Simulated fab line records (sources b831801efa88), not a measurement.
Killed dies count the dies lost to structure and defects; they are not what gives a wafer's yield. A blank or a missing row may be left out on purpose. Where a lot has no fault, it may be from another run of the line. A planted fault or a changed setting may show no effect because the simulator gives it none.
fab line records    flow sky130
record: lots: 6  wafers: 18  last_day: 50
route steps=708 shown VT_ADJUST_NCORE@125 VT_ADJUST_HVTR@131 PAD_OPEN@708
lots untouched by any fault: they come from a run of this same line in which no faults occurred
start_h: hours from the record's opening day to when the first of the lot's shown wafers began    wait_h: time in hours since the lot's previous step    " the same as in the row above    L1.1+2: a single row standing in for several wafers    - no value present, or no start provided    * or withheld: withheld    < > ~ a bound
route shown NAME@n: a module of which the file shows steps, and the number in the route of the first    usual: average and standard deviation across the fault-free wafers    same: alike in all rows    chamber/n: place in a boat    sites: per-site readings    _std_site: how widely they spread, as a standard deviation    _edge_site: outer sites' mean less inner sites'    radius_mm: for every site, how far away it sits from the centre of the wafer    mask NAME#n: copy n    behind: tool/chamber where the wafer was last shaped    hold: cause of the lot's hold/its duration in hours/its outcome    device: which transistor (n, p or np) failed to switch    end of line: the same wafers' tests at the end of the route    where a step has no rows: the recipe by itself    killed: the dies lost at the first sort to structure and to defects; this is not the yield of the wafer    map: the dies of a wafer, with x for killed, . for not killed, _ for no die there
set.NAME: the run value of the setting; set.NAME@STEP: its run value at that earlier step    model.NAME: the simulator's own value behind a step, which no gauge read
lots at selected steps of the route; one table per step, one row per wafer
services: from which hour (start_h, from the record's first day; less than 0 if before it) a tool's chamber was out of use, for how many hours, and why
== steps ==
step: SKY_VT_ADJUST_NCORE_DEVELOP_06
recipe: resist: NOVOLAK  developer: TMAH  develop_time_s: 60  dev_temp_c: 23
step: SKY_VT_ADJUST_NCORE_CD_MEAS_07
recipe: target_cd_nm: 380
usual: cd_nm: 379.3/3
lot.wafer  tool       chamber  start_h  wait_h  cd_nm
L599.1     cd_sem-01  -        209.31   0.1     378.2
L599.2     "          -        "        "       378.6
L599.3     "          -        "        "       378.1
L607.2     cd_sem-02  -        273.48   0.1     384.6
L607.4     "          -        "        "       386.3
L607.6     "          -        "        "       386.7
L608.2     cd_sem-01  -        281.85   0.1     376.0
L608.4     "          -        "        "       378.7
L608.6     "          -        "        "       381.1
L609.3     cd_sem-01  -        284.08   0.1     374.5
L609.4     "          -        "        "       373.4
L609.6     "          -        "        "       378.9
L612.1     cd_sem-02  -        305.89   0.1     382.8
L612.3     "          -        "        "       381.6
L612.5     "          -        "        "       380.6
L615.4     cd_sem-02  -        322.00   0.1     375.9
L615.5     "          -        "        "       376.8
L615.6     "          -        "        "       375.4
step: SKY_VT_ADJUST_NCORE_OVL_MEAS_08
usual: VT_ADJUST_NCORE_OVL: -0.5/1.3
lot.wafer  tool        chamber  start_h  wait_h  VT_ADJUST_NCORE_OVL[nm]
L599.1     overlay-02  -        209.43   0.1     -1.2
L599.2     "           -        "        "       -1.2
L599.3     "           -        "        "       -1.3
L607.2     overlay-02  -        273.59   0.1     -1.4
L607.4     "           -        "        "       -0.1
L607.6     "           -        "        "       -2.1
L608.2     overlay-01  -        281.95   0.1     -0.6
L608.4     "           -        "        "       -1.9
L608.6     "           -        "        "       0.4
L609.3     overlay-01  -        284.17   0.1     3.2
L609.4     "           -        "        "       4.3
L609.6     "           -        "        "       1.0
L612.1     overlay-02  -        306.01   0.1     -1.5
L612.3     "           -        "        "       -1.3
L612.5     "           -        "        "       -2.0
L615.4     overlay-01  -        322.08   0.1     -2.4
L615.5     "           -        "        "       -1.1
L615.6     "           -        "        "       -0.9
step: SKY_VT_ADJUST_NCORE_IMPLANT_09
recipe: species: B  energy_kev: 10  dose_cm2: 2.4e+12  tilt_deg: withheld
step: SKY_VT_ADJUST_NCORE_STRIP_10
recipe: chemistry: O2/N2  power_w: 1400  pressure_mtorr: 1500  platen_temp_c: withheld  o2_flow_sccm: 3000  n2_flow_sccm: 300  overash_fraction: 0.5
usual: drypump_motor_current_A: 5.7/0.44  oes_product_au: 0.716/0.0041  strip_time_to_endpoint_s: 14.20/0.038
lot.wafer  tool             chamber  start_h  wait_h  drypump_motor_current_A  oes_product_au  rf_hours_counter_h  strip_time_to_endpoint_s
L599.1     plasma_asher-02  1        209.62   0.1     5.9                      0.712           51                  14.26
L599.2     "                0        "        "       5.8                      0.716           51                  14.25
L599.3     "                0        "        "       5.8                      0.714           -                   14.22
L607.2     plasma_asher-01  1        273.77   0.1     5.9                      0.713           58                  14.17
L607.4     "                1        "        "       6.0                      0.716           -                   14.18
L607.6     "                1        "        "       5.9                      0.714           -                   14.16
L608.2     plasma_asher-01  0        282.13   0.1     5.3                      0.722           59                  14.22
L608.4     "                1        "        "       5.9                      0.718           -                   14.15
L608.6     "                1        "        "       6.0                      0.719           -                   14.19
L609.3     plasma_asher-02  0        284.38   0.1     5.8                      0.718           -                   14.20
L609.4     "                1        "        "       5.9                      0.717           -                   14.17
L609.6     "                1        "        "       5.9                      0.718           -                   14.18
L612.1     plasma_asher-01  1        306.20   0.1     5.9                      0.710           61                  14.20
L612.3     "                0        "        "       5.3                      0.718           -                   14.17
L612.5     "                1        "        "       5.9                      0.713           -                   14.24
L615.4     plasma_asher-04  1        322.28   0.1     5.0                      0.722           -                   14.24
L615.5     "                1        "        "       5.0                      0.712           -                   14.17
L615.6     "                0        "        "       6.2                      0.712           -                   14.19
step: SKY_VT_ADJUST_NCORE_TW_MEAS_11
usual: VT_ADJUST_NCORE_TW: 218.4/0.99
lot.wafer  tool           chamber  start_h  wait_h  VT_ADJUST_NCORE_TW
L599.1     film_metro-04  -        209.72   0.1     217.4
L599.2     "              -        "        "       217.4
L599.3     "              -        "        "       216.3
L607.2     film_metro-04  -        273.88   0.1     218.2
L607.4     "              -        "        "       219.2
L607.6     "              -        "        "       218.3
L608.2     film_metro-04  -        282.24   0.1     218.0
L608.4     "              -        "        "       218.8
L608.6     "              -        "        "       218.9
L609.3     film_metro-03  -        284.47   0.1     217.8
L609.4     "              -        "        "       218.5
L609.6     "              -        "        "       218.9
L612.1     film_metro-01  -        306.30   0.1     217.4
L612.3     "              -        "        "       218.2
L612.5     "              -        "        "       219.1
L615.4     film_metro-04  -        322.38   0.1     217.5
L615.5     "              -        "        "       218.7
L615.6     "              -        "        "       218.8
step: SKY_VT_ADJUST_HVTR_DEHYDRATE_00
recipe: temp_c: 200  time_s: 60
step: SKY_VT_ADJUST_HVTR_HMDS_01
recipe: prime_time_s: 60  prime_temp_c: 120
step: SKY_VT_ADJUST_HVTR_COAT_02
recipe: resist: NOVOLAK  spin_rpm: 3000  resist_thk_nm: 1140
step: SKY_VT_ADJUST_HVTR_SOFTBAKE_03
recipe: temp_c: 90  time_s: 60  resist: NOVOLAK
step: SKY_VT_ADJUST_HVTR_EXPOSE_04
recipe: mask_id: HVTRM  target_cd_nm: 380  na: 0.6  source_shape: conventional  sigma_outer: 0.6  dose_mj: 150
step: SKY_VT_ADJUST_HVTR_PEB_05
recipe: temp_c: withheld  time_s: *  resist: NOVOLAK
step: SKY_VT_ADJUST_HVTR_DEVELOP_06
recipe: develop_time_s: 60  dev_temp_c: 23
lot.wafer   tool            chamber  start_h  wait_h
L599.1+2+3  litho_track-02  0        231.11   0.1
L607.2+4+6  litho_track-03  0        299.15   0.1
L608.2+4+6  litho_track-03  0        307.35   0.1
L609.3+4+6  litho_track-04  0        309.64   0.1
L612.1+3+5  litho_track-03  0        332.28   0.1
L615.4+5+6  litho_track-04  0        348.92   0.1
step: SKY_VT_ADJUST_HVTR_OVL_MEAS_08
usual: VT_ADJUST_HVTR_OVL: 0.1/1.4
lot.wafer  tool        chamber  start_h  wait_h  VT_ADJUST_HVTR_OVL[nm]
L599.1     overlay-02  -        231.38   0.1     -1.5
L599.2     "           -        "        "       -0.4
L599.3     "           -        "        "       0.0
L607.2     overlay-01  -        299.40   0.1     1.3
L607.4     "           -        "        "       0.6
L607.6     "           -        "        "       1.6
L608.2     overlay-01  -        307.60   0.1     2.1
L608.4     "           -        "        "       1.6
L608.6     "           -        "        "       -3.1
L609.3     overlay-02  -        309.88   0.1     -2.6
L609.4     "           -        "        "       -0.8
L609.6     "           -        "        "       -2.5
L612.1     overlay-01  -        332.55   0.1     -0.3
L612.3     "           -        "        "       0.8
L612.5     "           -        "        "       -0.7
L615.4     overlay-01  -        349.13   0.1     -0.6
L615.5     "           -        "        "       -1.4
L615.6     "           -        "        "       -1.5
step: SKY_PAD_OPEN_PROBE_99
lot.wafer  tool       chamber  start_h  wait_h  model.etest.res_ndiff.width_nm  model.etest.res_pdiff.width_nm
L599.1     prober-02  -        1109.89  0.1     157.9                           144.9
L599.2     prober-02  -        1109.94  0.1     157                             143.9
L599.3     prober-02  -        1109.99  0.2     158.8                           145.8
L607.2     prober-02  -        1153.37  0.1     156.6                           143.1
L607.4     prober-02  -        1153.47  0.2     156.8                           144.3
L607.6     prober-02  -        1153.57  0.2     156.2                           142.1
L608.2     prober-01  -        1155.20  0.1     155.1                           143.4
L608.4     prober-01  -        1155.30  0.2     153.1                           141.5
L608.6     prober-01  -        1155.40  0.2     156.8                           143.9
L609.3     prober-02  -        1157.17  0.2     157.3                           144.6
L609.4     prober-02  -        1157.22  0.2     156.1                           142.3
L609.6     prober-02  -        1157.32  0.2     158.8                           144.6
L612.1     prober-01  -        1182.51  0.1     162.8                           149.4
L612.3     prober-01  -        1182.61  0.2     162.4                           149.1
L612.5     prober-01  -        1182.71  0.2     164.6                           151.1
L615.4     prober-02  -        1187.96  0.2     154                             141.2
L615.5     prober-02  -        1188.01  0.2     156.7                           144.9
L615.6     prober-02  -        1188.06  0.2     157.2                           143.6
killed by level:class
L599.1 CONTACT:geometric_particle:open=12 LI_CONTACT:geometric_particle:open=6 VIA1:geometric_particle:short=6 METAL1:geometric_particle:short=6 POLY_GATE:geometric_particle:short=5 POLY_GATE:geometric_particle:open=5 METAL4:geometric_particle:short=5 CONTACT:geometric_particle:short=5
L599.2 VIA1:geometric_particle:open=11 CONTACT:geometric_particle:open=8 VIA2:geometric_particle:open=7 METAL2:geometric_particle:short=6 LI_CONTACT:geometric_particle:open=5 POLY_GATE:geometric_particle:open=5 CONTACT:geometric_particle:short=4 VIA3:geometric_particle:short=4
L599.3 VIA1:geometric_particle:open=14 CONTACT:geometric_particle:open=14 VIA2:geometric_particle:open=9 METAL1:geometric_particle:short=7 VIA3:geometric_particle:open=7 POLY_GATE:geometric_particle:short=5 LOCAL_INTERCONNECT:geometric_particle:short=4 CONTACT:geometric_particle:short=4
L607.2 VIA1:geometric_particle:open=10 VIA3:geometric_particle:open=9 METAL1:geometric_particle:short=9 VIA1:geometric_particle:short=8 VIA2:geometric_particle:open=8 CONTACT:geometric_particle:open=7 LI_CONTACT:geometric_particle:open=6 CONTACT:geometric_particle:short=5
L607.4 VIA1:geometric_particle:open=12 VIA3:geometric_particle:open=8 METAL1:geometric_particle:short=7 FIELD_ISO:geometric_particle:open=5 METAL2:geometric_particle:short=5 POLY_GATE:geometric_particle:open=5 LI_CONTACT:geometric_particle:open=5 CONTACT:geometric_particle:short=5
L607.6 VIA1:geometric_particle:open=15 LI_CONTACT:geometric_particle:open=9 POLY_GATE:geometric_particle:open=8 VIA2:geometric_particle:open=8 VIA3:geometric_particle:open=8 CONTACT:geometric_particle:open=7 VIA1:geometric_particle:short=5 VIA3:geometric_particle:short=5
L609.3 CONTACT:geometric_particle:open=10 VIA1:geometric_particle:open=9 POLY_GATE:geometric_particle:short=6 VIA1:geometric_particle:short=6 CONTACT:geometric_particle:short=5 LI_CONTACT:geometric_particle:open=4 METAL1:geometric_particle:short=4 VIA3:geometric_particle:open=4
L609.4 VIA2:geometric_particle:open=9 CONTACT:geometric_particle:open=8 LI_CONTACT:geometric_particle:open=7 LOCAL_INTERCONNECT:geometric_particle:short=7 VIA1:geometric_particle:open=7 METAL2:geometric_particle:short=7 POLY_GATE:geometric_particle:open=5 METAL1:geometric_particle:short=5
L609.6 VIA1:geometric_particle:open=10 METAL1:geometric_particle:short=9 METAL4:geometric_particle:short=8 LI_CONTACT:geometric_particle:open=5 CONTACT:geometric_particle:open=5 VIA3:geometric_particle:open=5 FIELD_ISO:geometric_particle:short=4 LI_CONTACT:geometric_particle:short=4
L612.1 LOCAL_INTERCONNECT:geometric_particle:short=9 VIA1:geometric_particle:short=8 VIA1:geometric_particle:open=8 METAL2:geometric_particle:short=6 LI_CONTACT:geometric_particle:open=5 VIA3:geometric_particle:open=5 FIELD_ISO:geometric_particle:short=4 POLY_GATE:geometric_particle:short=4
L612.3 CONTACT:geometric_particle:open=13 VIA1:geometric_particle:open=10 LI_CONTACT:geometric_particle:open=5 VIA2:geometric_particle:open=5 POLY_GATE:geometric_particle:open=4 CONTACT:geometric_particle:short=4 METAL2:geometric_particle:short=4 VIA3:geometric_particle:open=4
L612.5 VIA1:geometric_particle:open=15 METAL2:geometric_particle:short=7 VIA3:geometric_particle:open=6 LI_CONTACT:geometric_particle:open=5 CONTACT:geometric_particle:open=4 METAL3:geometric_particle:short=4 POLY_GATE:geometric_particle:open=3 POLY_GATE:geometric_particle:short=3
L615.4 VIA1:geometric_particle:open=12 CONTACT:geometric_particle:open=8 FIELD_ISO:geometric_particle:open=5 LOCAL_INTERCONNECT:geometric_particle:short=5 VIA1:geometric_particle:short=5 FIELD_ISO:geometric_particle:short=4 LI_CONTACT:geometric_particle:open=4 METAL2:geometric_particle:short=4
L615.5 LI_CONTACT:geometric_particle:open=14 CONTACT:geometric_particle:open=13 VIA2:geometric_particle:open=12 VIA1:geometric_particle:open=10 METAL2:geometric_particle:short=7 VIA3:geometric_particle:open=7 FIELD_ISO:geometric_particle:open=6 VIA2:geometric_particle:short=6
L615.6 VIA1:geometric_particle:open=12 VIA2:geometric_particle:open=7 POLY_GATE:geometric_particle:short=6 CONTACT:geometric_particle:open=6 LI_CONTACT:geometric_particle:open=5 CONTACT:geometric_particle:short=5 FIELD_ISO:geometric_particle:open=4 FIELD_ISO:geometric_particle:short=4
== services ==
tool             chamber  start_h  hours  kind
litho_track-02   -        207.25   -      consumable_replace:filter
plasma_asher-04  -        240.67   2.2    repair
plasma_asher-02  -        271.89   3.8    repair
plasma_asher-01  -        303.03   1.1    repair
plasma_asher-02  -        332.98   3.5    repair
== key ==
first_sign none at tools or gauges
model_effect: step: SKY_PAD_OPEN_PROBE_99  value: etest.res_ndiff.width_nm  without: 157.3  struck: 159.1
met_at SKY_VT_ADJUST_HVTR_DEVELOP_06
struck_wafers L608.2,L608.4,L608.6,L612.1,L612.3,L612.5
sort_left_out L608.2,L608.4,L608.6
tester_left_out L608,L612
loop_trim: step: SKY_VT_ADJUST_HVTR_EXPOSE_04  setting: dose  lots: L612
onset_between 299.15 307.35
also_fits SKY_VT_ADJUST_NCORE_STRIP_10:plasma_asher-01
fault: kind: process_parameter_drift  tool: litho_track-03  chamber: -  onset_h: 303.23  steps: SKY_VT_ADJUST_HVTR_DEVELOP_06  channel: develop_time_s  offset: *  shape: step  end_h: 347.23  acts_in: *  stated: *
tester_left_out: of these lots the tester's yield and bins aren't shown, on N5 and GAA mostly nor the transistor test; their killed dies are dies lost to structure and defects alone, not to doping, threshold or leakage, so they don't give the yield
sort_left_out: the simulated sort isn't trusted on such a fault, so these wafers' sort isn't shown, and their yield isn't known
loop_trim: a control loop set the setting to another value than it would have without faults
